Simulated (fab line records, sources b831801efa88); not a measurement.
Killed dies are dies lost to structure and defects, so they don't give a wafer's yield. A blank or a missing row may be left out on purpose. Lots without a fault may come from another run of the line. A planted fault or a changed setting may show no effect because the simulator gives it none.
fab line records | flow gf180mcu
record lots=15 wafers=45 last_day=34
route steps=602 shown V1@357 M2@365 V3@444
lots that met no fault: from a run of the same line without faults
start_h: hours from the record's first day to the start of the lot's first wafer shown | wait_h: hours since the lot's step before | " the same as in the row above | L1.1+2: a row that stands for several wafers | - no value, or no start given | * or withheld: withheld | < > ~ a bound
route shown NAME@n: a module of which the file shows steps, and the number in the route of the first | usual: mean/standard deviation of fault-free wafers | same: alike in all rows | chamber/n: place in a boat | sites: the reading at each site | _std_site: their standard deviation | _edge_site: outer sites' mean less inner sites' | radius_mm: how far each site lies from the wafer's centre | mask NAME#n: copy n | behind: the tool/chamber that last shaped the wafer | hold: why the lot was held/for how many hours/how that ended | device: the transistor (n, p or np) that didn't switch | end of line: the same wafers' tests at the end of the route | a step without rows: its recipe alone | killed: dies lost to structure and defects at the first sort, not the wafer's yield | map: a wafer's dies, x killed, . not, _ none there
set.NAME: the setting as run; set.NAME@STEP: as run at that earlier step | model.NAME: the simulator's own value behind a step, which no gauge read
steps of the route over a sample of lots; a table a step, a row a wafer
services: from which hour (start_h, from the record's first day; less than 0 if before it) a tool's chamber was out of use, for how many hours, and why
## steps
# step GF_V1_SPUTTER_22
# recipe material=TiN target_thk_nm=10 chamber_pressure_pa=5 power_w=4000 time_s=40
# usual cathode_dc_power_W=4000.0/0.74 chamber_pressure_pa=5.000/0.011 throttle_valve_pct=30.1/1.5
# same time_s=40
# columns lot.wafer tool chamber start_h wait_h cathode_dc_power_W chamber_pressure_pa throttle_valve_pct
L805.1 pvd_sputter-03 - 418.89 0.0 3999.2 5.001 32.7
L805.4 " - " " 4000.7 5.000 30.1
L805.6 " - " " 4000.5 5.002 27.7
L806.1 pvd_sputter-03 - 427.09 0.0 3999.6 5.008 30.0
L806.3 " - " " 4000.7 5.010 32.6
L806.5 " - " " 4000.3 5.010 33.0
L808.2 pvd_sputter-04 - 448.16 0.0 4001.2 4.996 31.0
L808.3 " - " " 4000.7 5.012 31.3
L808.6 " - " " 3999.6 5.004 28.2
L810.1 pvd_sputter-01 - 472.98 0.0 3999.9 4.987 28.4
L810.3 " - " " 4000.7 4.997 29.4
L810.5 " - " " 4001.0 5.018 30.2
L811.1 pvd_sputter-04 - 475.63 0.0 3999.5 5.012 31.7
L811.2 " - " " 3998.4 4.999 27.9
L811.5 " - " " 3999.7 4.997 31.1
L812.1 pvd_sputter-04 - 489.07 0.0 3999.0 5.001 31.4
L812.5 " - " " 4000.3 4.973 27.9
L812.6 " - " " 4000.3 4.998 31.5
L813.2 pvd_sputter-01 - 498.96 0.0 3999.4 4.998 30.6
L813.3 " - " " 4001.3 4.979 29.0
L813.6 " - " " 3999.9 5.001 30.9
L814.2 pvd_sputter-04 - 504.96 0.0 3999.6 5.002 31.0
L814.4 " - " " 3999.4 5.016 27.9
L814.6 " - " " 3998.8 5.017 31.1
L815.4 pvd_sputter-01 - 513.94 0.0 4001.2 4.993 29.4
L815.5 " - " " 3999.1 4.990 29.4
L815.6 " - " " 3999.9 5.004 28.4
L820.1 pvd_sputter-01 - 556.51 0.0 4000.4 4.993 30.2
L820.3 " - " " 4001.0 5.010 29.3
L820.6 " - " " 4000.0 5.007 28.6
L821.1 pvd_sputter-03 - 559.62 0.0 3999.6 5.020 32.5
L821.2 " - " " 3999.0 4.988 27.6
L821.3 " - " " 3998.8 4.988 31.8
L822.2 pvd_sputter-01 - 574.19 0.0 4000.3 5.013 28.6
L822.3 " - " " 4000.8 4.979 30.6
L822.6 " - " " 4001.1 4.998 29.2
L825.1 pvd_sputter-04 - 591.76 0.0 4001.2 5.009 31.5
L825.3 " - " " 4000.5 4.988 27.9
L825.4 " - " " 4000.1 4.995 31.5
L826.1 pvd_sputter-03 - 601.62 0.0 4000.9 4.993 33.0
L826.3 " - " " 4000.0 4.997 27.5
L826.6 " - " " 3999.1 5.001 32.7
L827.2 pvd_sputter-03 - 608.57 0.0 4000.6 5.010 30.0
L827.3 " - " " 3999.3 5.001 27.7
L827.6 " - " " 4000.3 5.001 30.1
# step GF_M2_SPUTTER_03
# recipe material=Ti target_thk_nm=10 substrate_temp_c=300 chamber_pressure_pa=0.3 power_w=3000 time_s=6.7
# usual cathode_dc_power_W=3000.0/0.59 chamber_pressure_pa=0.3000/0.00052 throttle_valve_pct=30.1/1.2 time_s=6.7/0
# columns lot.wafer tool chamber start_h wait_h cathode_dc_power_W chamber_pressure_pa throttle_valve_pct time_s
L805.1 pvd_sputter-02 - 419.68 0.0 2999.5 0.2994 29.2 6.7
L805.4 " - " " 3000.1 0.3000 31.1 6.7
L805.6 " - " " 2999.5 0.3003 31.6 6.7
L806.1 pvd_sputter-04 - 427.88 0.0 3000.4 0.3000 31.0 6.7
L806.3 " - " " 2999.5 0.2996 31.7 6.7
L806.5 " - " " 2998.6 0.3008 30.8 6.7
L808.2 pvd_sputter-01 - 449.04 0.0 3000.1 0.2990 29.1 6.7
L808.3 " - " " 2999.9 0.2997 30.6 6.7
L808.6 " - " " 3000.3 0.2996 28.6 6.7
L810.1 pvd_sputter-02 - 474.12 0.0 3000.0 0.3006 31.4 6.7
L810.3 " - " " 3000.5 0.2999 30.1 6.7
L810.5 " - " " 3000.1 0.3000 31.1 6.7
L811.1 pvd_sputter-02 - 476.42 0.0 3000.1 0.3003 31.3 6.7
L811.2 " - " " 3000.8 0.3003 31.5 6.7
L811.5 " - " " 3000.9 0.3010 29.8 6.7
L812.1 pvd_sputter-04 - 489.86 0.0 - - - -
L812.5 " - " " - - - -
L812.6 " - " " - - - -
L813.2 pvd_sputter-01 - 499.75 0.0 - - - -
L813.3 " - " " - - - -
L813.6 " - " " - - - -
L814.2 pvd_sputter-01 - 505.75 0.0 - - - -
L814.4 " - " " - - - -
L814.6 " - " " - - - -
L815.4 pvd_sputter-04 - 514.74 0.0 3000.9 0.2992 31.6 6.7
L815.5 " - " " 3000.8 0.3003 31.8 6.7
L815.6 " - " " 3000.5 0.2998 30.8 6.7
L820.1 pvd_sputter-02 - 557.30 0.0 3000.4 0.3004 29.0 6.7
L820.3 " - " " 3000.0 0.3005 31.1 6.7
L820.6 " - " " 3000.2 0.3007 31.2 6.7
L821.1 pvd_sputter-04 - 560.41 0.0 3000.1 0.3005 28.1 6.7
L821.2 " - " " 2999.6 0.2995 31.3 6.7
L821.3 " - " " 2998.9 0.2998 31.6 6.7
L822.2 pvd_sputter-04 - 577.15 0.0 3000.5 0.2996 28.2 6.7
L822.3 " - " " 3000.3 0.3002 31.7 6.7
L822.6 " - " " 3000.0 0.2996 30.8 6.7
L825.1 pvd_sputter-01 - 592.55 0.0 3000.4 0.2999 28.6 6.7
L825.3 " - " " 2999.1 0.2993 30.5 6.7
L825.4 " - " " 3000.4 0.2993 29.3 6.7
L826.1 pvd_sputter-01 - 602.41 0.0 3000.2 0.3006 30.6 6.7
L826.3 " - " " 3000.3 0.3004 29.1 6.7
L826.6 " - " " 3000.1 0.3002 30.6 6.7
L827.2 pvd_sputter-01 - 609.36 0.0 3000.5 0.3000 28.5 6.7
L827.3 " - " " 2999.7 0.2996 29.5 6.7
L827.6 " - " " 2999.8 0.3006 30.6 6.7
# step GF_V3_OVL_MEAS_15
# usual V3_OVL=-2/5.3
# columns lot.wafer tool chamber start_h wait_h V3_OVL[nm]
L805.1 overlay-02 - 525.05 0.1 -1
L805.4 " - " " 10
L805.6 " - " " 6
L806.1 overlay-02 - 528.80 0.1 -16
L806.3 " - " " -11
L806.5 " - " " -9
L808.2 overlay-01 - 548.05 0.1 2
L808.3 " - " " -2
L808.6 " - " " -6
L810.1 overlay-01 - 570.68 0.1 -4
L810.3 " - " " -1
L810.5 " - " " 4
L811.1 overlay-01 - 574.43 0.1 6
L811.2 " - " " -9
L811.5 " - " " -5
L815.4 overlay-01 - 605.92 0.1 3
L815.5 " - " " -1
L815.6 " - " " 7
L820.1 overlay-01 - 646.80 0.1 -4
L820.3 " - " " -2
L820.6 " - " " -1
L821.1 overlay-02 - 648.98 0.1 -16
L821.2 " - " " -6
L821.3 " - " " -7
L822.2 overlay-02 - 666.85 0.1 -6
L822.3 " - " " -6
L822.6 " - " " 6
L825.1 overlay-02 - 677.52 0.1 -3
L825.3 " - " " 0
L825.4 " - " " -9
L826.1 overlay-01 - 686.25 0.1 -4
L826.3 " - " " -6
L826.6 " - " " 0
L827.2 overlay-02 - 693.05 0.1 6
L827.3 " - " " 0
L827.6 " - " " 7
# step GF_V3_ETCH_16
# recipe chemistry=N2/H2 target_depth_a=withheld overetch_a=withheld time_s=withheld target=BARC ion_energy_ev=200 source_w=500 bias_w=100 pressure_mtorr=30 n2_flow_sccm=100 h2_flow_sccm=200
# usual drypump_motor_current_A=5.6/0.53 h2_flow_sccm=200.0/0.59 n2_flow_sccm=100.0/0.3 oes_product_au=0.854/0.0053 throttle_valve_pct=13.225/0.01
# columns lot.wafer tool chamber start_h wait_h drypump_motor_current_A h2_flow_sccm n2_flow_sccm oes_product_au throttle_valve_pct
L805.1 rie_diel-02 0 525.09 0.0 5.3 199.7 99.8 0.855 13.208
L805.4 " 2 " " 5.7 200.0 100.3 0.852 13.227
L805.6 " 0 " " 5.4 200.8 99.9 0.856 13.225
L806.1 rie_diel-04 1 528.83 0.0 6.5 200.5 100.3 0.859 13.224
L806.3 " 0 " " 4.8 200.0 99.3 0.857 13.237
L806.5 " 1 " " 6.4 199.1 100.4 0.855 13.227
L808.2 rie_diel-02 1 548.08 0.0 6.2 199.1 99.9 0.853 13.234
L808.3 " 0 " " 5.3 199.8 99.3 0.853 13.242
L808.6 " 0 " " 5.4 199.3 100.0 0.857 13.222
L810.1 rie_diel-04 0 570.71 0.0 4.8 199.7 100.0 0.850 13.227
L810.3 " 3 " " 5.6 199.6 99.6 0.856 13.227
L810.5 " 3 " " 5.6 199.9 99.8 0.863 13.228
L811.1 rie_diel-03 1 574.46 0.0 6.3 199.2 100.1 0.849 13.224
L811.2 " 2 " " 6.0 199.2 99.7 0.857 13.245
L811.5 " 0 " " 5.2 200.7 99.9 0.850 13.238
L815.4 rie_diel-03 3 605.96 0.0 5.1 200.5 100.2 0.844 13.234
L815.5 " 0 " " 5.2 199.2 100.3 0.865 13.234
L815.6 " 1 " " 6.3 200.5 100.3 0.858 13.222
L820.1 rie_diel-03 0 646.83 0.0 5.2 199.9 99.7 0.856 13.220
L820.3 " 2 " " 5.9 199.7 100.2 0.852 13.221
L820.6 " 1 " " 6.3 200.7 99.8 0.853 13.230
L821.1 rie_diel-04 2 649.01 0.0 6.0 199.9 100.1 0.855 13.235
L821.2 " 3 " " 5.6 200.7 100.1 0.845 13.209
L821.3 " 0 " " 4.8 198.8 99.9 0.851 13.233
L822.2 rie_diel-04 1 666.88 0.0 6.5 200.7 100.4 0.853 13.210
L822.3 " 3 " " 5.6 201.0 99.9 0.853 13.255
L822.6 " 2 " " 5.9 200.0 100.5 0.847 13.220
L825.1 rie_diel-04 2 677.56 0.0 5.9 200.2 99.6 0.854 13.225
L825.3 " 1 " " 6.5 200.2 100.0 0.853 13.227
L825.4 " 1 " " 6.5 200.0 100.6 0.855 13.229
L826.1 rie_diel-03 2 686.29 0.0 6.0 199.7 100.0 0.849 13.235
L826.3 " 0 " " 5.1 200.1 100.0 0.846 13.221
L826.6 " 0 " " 5.2 200.5 99.9 0.840 13.236
L827.2 rie_diel-04 1 693.08 0.0 6.5 200.3 99.9 0.860 13.225
L827.3 " 0 " " 4.8 200.4 100.7 0.855 13.215
L827.6 " 1 " " 6.5 200.1 100.2 0.851 13.213
## services
# columns tool chamber start_h hours kind
rie_diel-02 - 395.50 0.2 repair
pvd_sputter-02 - 403.38 3.4 repair
rie_diel-02 - 404.27 14.6 pm
rie_diel-04 2 430.70 21.0 repair
rie_diel-03 0 449.28 2.3 repair
pvd_sputter-01 - 450.34 9.0 repair
pvd_sputter-03 - 453.06 13.1 repair
rie_diel-03 0 455.39 2.1 repair
pvd_sputter-01 - 456.40 1.1 repair
rie_diel-03 3 491.15 4.0 repair
rie_diel-02 1 491.89 2.9 repair
pvd_sputter-03 - 520.81 3.6 repair
rie_diel-02 0 572.37 1.3 repair
pvd_sputter-02 - 593.06 27.1 repair
rie_diel-03 2 593.16 28.6 repair
pvd_sputter-04 - 597.68 0.6 repair
rie_diel-04 2 608.10 5.5 repair
rie_diel-02 - 608.35 0.1 repair
rie_diel-04 0 628.02 20.5 repair
rie_diel-04 1 643.00 15.4 repair
pvd_sputter-03 - 678.19 2.1 repair
rie_diel-02 3 681.21 6.5 repair
pvd_sputter-04 - 682.47 2.4 repair
pvd_sputter-03 - 682.64 2.1 repair
## key
first_sign step=GF_M2_SPUTTER_03 reading=tool_record direction=missing
effect none on later readings
met_at GF_M2_SPUTTER_03
struck_lots L812,L813,L814
later_rows_left_out L812.1,L812.5,L812.6,L813.2,L813.3,L813.6,L814.2,L814.4,L814.6
sort_left_out L812.1,L812.5,L812.6,L813.2,L813.3,L813.6,L814.2,L814.4,L814.6
not_acting_at GF_V1_SPUTTER_22,GF_V3_OVL_MEAS_15,GF_V3_ETCH_16
onset_between 449.04 489.86
fault kind=skipped_step_whole tool=pvd_sputter-01,pvd_sputter-04 chamber=- onset_h=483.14 steps=GF_M2_SPUTTER_03 scope=struck_lots_only
# sort_left_out: the simulated sort isn't trusted on such a fault, so these wafers' sort isn't shown, and their yield isn't known
# later_rows_left_out: the simulator's readings of these wafers behind a module that went badly wrong aren't trusted and aren't shown, but for the sort
